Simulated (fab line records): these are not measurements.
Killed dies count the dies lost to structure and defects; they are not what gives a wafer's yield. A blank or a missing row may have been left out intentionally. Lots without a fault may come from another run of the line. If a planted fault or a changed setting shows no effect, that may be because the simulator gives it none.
Comparing a struck lot with a sound one | flow gf180mcu | 22 steps out of a route of 602
Sound: the wafers L394.4, L394.5, L394.6. Struck: wafer L395.4 (L395.2, L395.6, from the same lot, were not struck and are left out); the cause is given at the end.
Per side, at each step with rows, come the tool, then ch with its chambers, and then its first start. Under that, the readings that differ: sound wafers | struck wafers | difference of the means | sigmas: that difference in standard deviations of wafers without a fault.
alike: readings whose means differ by less than 2 such deviations, and words and numbers that are the same on both sides. not compared: withheld readings, readings that some wafer has no value for, bounds like >300 that may hide the same value, and numbers for which the record gives no deviation and whose values overlap.
A row with sigmas, a row that says differs or no value, or rows on one side alone: a step with any of these is where the two part. When numbers do not overlap yet have no deviation, they are printed without sigmas and do not part them. A reading missing from all wafers of one side parts the sides only when that side holds two or more wafers.

first, 1 step without rows for these wafers: GF_SALICIDE_WET_ETCH_07 (etches the open film in SPM, target depth 120 nm).
GF_SALICIDE_RTA_08: time 30 s.
  sound on rtp-anneal-01 ch 0, day 16 05:41; struck on rtp-anneal-02 ch 0, day 16 15:49
  reading            | sound          | struck | difference | sigmas
  lamp-power-pct (%) | 19.1 19.1 19.2 | 16.1   | -3.0       | -2
  alike: wafer_temp_C_max
then, 1 step without rows for these wafers: GF_CONTACT_CVD_00 (deposits SiO2, target thk 300 nm, time 50 s).
GF_CONTACT_THK_MEAS_01:
  struck on film-metro-04, day 16 15:59; sound on film-metro-01, day 16 05:48
  reading                 | sound             | struck | difference | sigmas
  CONTACT_CVD_00_THK (nm) | 303.5 304.7 302.1 | 296.6  | -6.8       | -3
GF_CONTACT_CVD_02: deposits SiO2 from TEOS, target thk 860 nm, time 95.992 s.
  sound on pecvd-03 ch 0,1,2, day 16 05:52; struck on pecvd-01 ch 1, day 16 16:02
  alike: heater-power-outer-w, heater-power-w
  not compared: since-wet-clean-h
GF_CONTACT_THK_MEAS_03:
  struck on film-metro-02, day 16 16:07; sound on film-metro-04, day 16 05:56
  alike: CONTACT_CVD_02_THK
GF_CONTACT_CMP_04: polishes SiO2.
  sound on cmp-02 ch 0,1,3, day 16 06:04; struck on cmp-01 ch 0, day 16 16:29
  alike: motor-current-A, retaining-ring-pressure-frac, time-to-endpoint-s
GF_CONTACT_BOW_MEAS_05:
  struck on film-metro-04, day 16 16:45; sound on film-metro-01, day 16 06:19
  alike: CONTACT_BOW
then, 4 steps without rows for these wafers: GF_CONTACT_DEHYDRATE_06 (time 60 s); GF_CONTACT_HMDS_07 (prime time 60 s); GF_CONTACT_COAT_08; GF_CONTACT_COAT_09 (resist thk 1000 nm).
GF_CONTACT_SOFTBAKE_10: time 60 s.
  sound on litho-track-01 ch 0, day 16 17:00; struck on litho-track-01 ch 0, day 17 04:00
  reading                  | sound             | struck | difference | sigmas
  heater-power-total-W (W) | 93.08 93.02 93.09 | 99.11  | +6.05      | +98
  run-length-s (s)         | 89.21 89.07 89.09 | 78.35  | -10.77     | -77
then, 3 steps without rows for these wafers: GF_CONTACT_EXPOSE_11 (exposes mask Contact, target cd 220 nm); GF_CONTACT_PEB_12 (peb time 90 s); GF_CONTACT_DEVELOP_13 (develop time 60 s).
GF_CONTACT_CD_MEAS_14: the cd target is 220 nm.
  struck on cd-sem-02, day 17 15:47; sound on cd-sem-02, day 17 04:55
  alike: cd-nm
GF_CONTACT_OVL_MEAS_15:
  struck on overlay-01, day 17 15:53; sound on overlay-02, day 17 05:00
  alike: CONTACT_OVL
GF_CONTACT_ETCH_16: etches BARC in N2/H2.
  sound on rie-diel-03 ch 0,3, day 17 05:01; struck on rie-diel-03 ch 1, day 17 15:55
  reading                     | sound             | struck | difference | sigmas
  drypump-motor-current-A (A) | 5.0 5.0 5.8       | 6.1    | +0.8       | +2
  model.CONTACT.cd-nm (nm)    | 221.7 220.9 221.2 | 219.6  | -1.7       |
  alike: oes-product-au, throttle-valve-pct
GF_CONTACT_ETCH_17: etches SiO2 in C4F8/O2/Ar, stops on CoSi2, target depth 860 nm.
  sound: rie-diel-03 ch 0,3; struck: rie-diel-03 ch 1
  reading                  | sound             | struck | difference | sigmas
  oes-product-au (a.u.)    | 0.819 0.824 0.818 | 0.804  | -0.016     | -3
  model.CONTACT.cd-nm (nm) | 222.1 220.9 221   | 219.6  | -1.7       |
GF_CONTACT_STRIP_18: strips in O2/N2.
  sound on plasma-asher-01 ch 0,1, day 17 05:13; struck on plasma-asher-03 ch 0, day 17 16:05
  reading               | sound             | struck | difference | sigmas
  oes-product-au (a.u.) | 0.583 0.575 0.585 | 0.593  | +0.012     | +2
  alike: drypump-motor-current-A, heater-power-w
  not compared: rf-hours-counter-h
GF_PASSIVATION_PROBE_99:
  the record holds rows for the sound wafers here (prober-01, day 29 23:45) but none for the struck ones

WHERE THEY PART
Last at GF_PASSIVATION_PROBE_99 as far as this record goes, first at GF_SALICIDE_RTA_08.

WHY: the cause the simulator had injected
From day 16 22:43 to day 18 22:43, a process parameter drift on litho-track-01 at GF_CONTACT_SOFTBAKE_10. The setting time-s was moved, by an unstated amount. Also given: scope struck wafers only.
